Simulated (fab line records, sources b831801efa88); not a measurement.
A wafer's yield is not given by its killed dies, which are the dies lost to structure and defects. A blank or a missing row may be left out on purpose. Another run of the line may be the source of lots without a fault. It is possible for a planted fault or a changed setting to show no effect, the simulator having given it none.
Split-lot study -- flow sky130 -- 23 wafers read from 5 lots, route of 708 steps

## ON THE SPLIT
At SKY_VIA4_CMP_02 (polishes SiO2), the setting leave_above_ref_nm was moved away from the recipe's 580 nm on 9 of the 23 wafers read, by -5.0% to +5.9%. This setting was run at the recipe's value on the other wafers.

Between the split and the reading, the file records no step.

## THE READING
oes_product_au, in a.u., at SKY_VIA4_ETCH_12 (etches SiO2 in C4F8/O2/Ar, stops on TiN, target depth 580 nm). On this fab line, fault-free wafers typically give 0.925 a.u. with a standard deviation of 0.004 a.u.

wafer,"tool, chamber at the split","leave_above_ref_nm as run, nm",against the recipe,"oes_product_au, a.u.",against lot-mates on the recipe
L075.1,"cmp-01, 3",580,recipe,0.929,-
L075.2,"cmp-01, 0",614.5,+5.9%,0.961,+0.032
L075.3,"cmp-01, 2",614.5,+5.9%,0.962,+0.033
L075.4,"cmp-01, 1",580,recipe,0.927,-
L075.6,"cmp-01, 3",580,recipe,0.930,-
L078.1,"cmp-01, 3",580,recipe,0.919,-
L078.3,"cmp-01, 2",580,recipe,0.923,-
L078.4,"cmp-01, 1",598.3,+3.2%,0.942,+0.018
L078.5,"cmp-01, 0",598.3,+3.2%,0.946,+0.022
L078.6,"cmp-01, 1",580,recipe,0.930,-
L079.1,"cmp-01, 0",580,recipe,0.925,-
L079.2,"cmp-01, 3",580,recipe,0.926,-
L079.3,"cmp-01, 1",580,recipe,0.917,-
L079.4,"cmp-01, 2",551.1,-5.0%,0.892,-0.031
L079.5,"cmp-01, 3",551.1,-5.0%,0.890,-0.033
L080.1,"cmp-01, 2",580,recipe,0.928,-
L080.4,"cmp-01, 3",580,recipe,0.927,-
L080.5,"cmp-01, 1",580,recipe,0.926,-
L081.1,"cmp-01, 3",563.4,-2.9%,0.910,-0.015
L081.2,"cmp-01, 1",563.4,-2.9%,0.907,-0.018
L081.4,"cmp-01, 0",580,recipe,0.929,-
L081.5,"cmp-01, 0",563.4,-2.9%,0.912,-0.013
L081.6,"cmp-01, 3",580,recipe,0.922,-

FIT RESULTS
A straight line over all 23 wafers: oes_product_au changes by +0.00621 a.u. for each +1% of leave_above_ref_nm; r = +0.98; the points scatter about the line by 0.0036 a.u.
The same after taking each lot's own level away (the mean of its wafers on the recipe; 23 wafers): +0.00587 a.u. for each +1%; r = +0.98; scatter 0.003 a.u.
That fit puts the effect of the largest move of leave_above_ref_nm on the reading at 0.035 a.u.
Measured against the standard deviation above, the lots' own levels, which go from 0.9227 to 0.9287 a.u., span 1.5 times it.
The two slopes are in agreement: the lot-to-lot level therefore moves the slope only a little.
Check: +0.0356 a.u. against its lot-mates is what the line predicts for one of the wafers moved furthest among these (+5.9%) when that wafer is left out of the fit. It came out at +0.0323 a.u. against them.

## OTHER SPLITS ON THESE WAFERS
Note: prior to the reading, these wafers also went through further splits. Each is held against what the fit with the lots' levels taken away leaves over:
other split on the same wafers,wafers away from the commonest value,r with oes_product_au (lot level and that fit taken away)
SKY_METAL4_ETCH_16 icp_w,8,+0.32

## THE WHOLE CHAIN: every reading that the file lists as answering this split, in the file's order
step,what it does,reading,change (the file's fit),r (the file's)
SKY_VIA4_CMP_02,polishes SiO2,"SiO2_of_VIA4_HDPCVD_00.thk_nm (the simulator's own value, which no gauge read)",+6.04 nm for each +1% of the setting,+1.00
SKY_VIA4_ETCH_12,"etches SiO2 in C4F8/O2/Ar, stops on TiN, target depth 580 nm",oes_product_au,+0.00587 a.u. for each +1% of the setting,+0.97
SKY_VIA4_ETCH_12,"etches SiO2 in C4F8/O2/Ar, stops on TiN, target depth 580 nm","VIA4.feature_depth_nm (the simulator's own value, which no gauge read)",+6.04 nm for each +1% of the setting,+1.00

## FILE'S OWN FIT
oes_product_au changes by +0.00587 a.u. for each +1% of leave_above_ref_nm, r = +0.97.
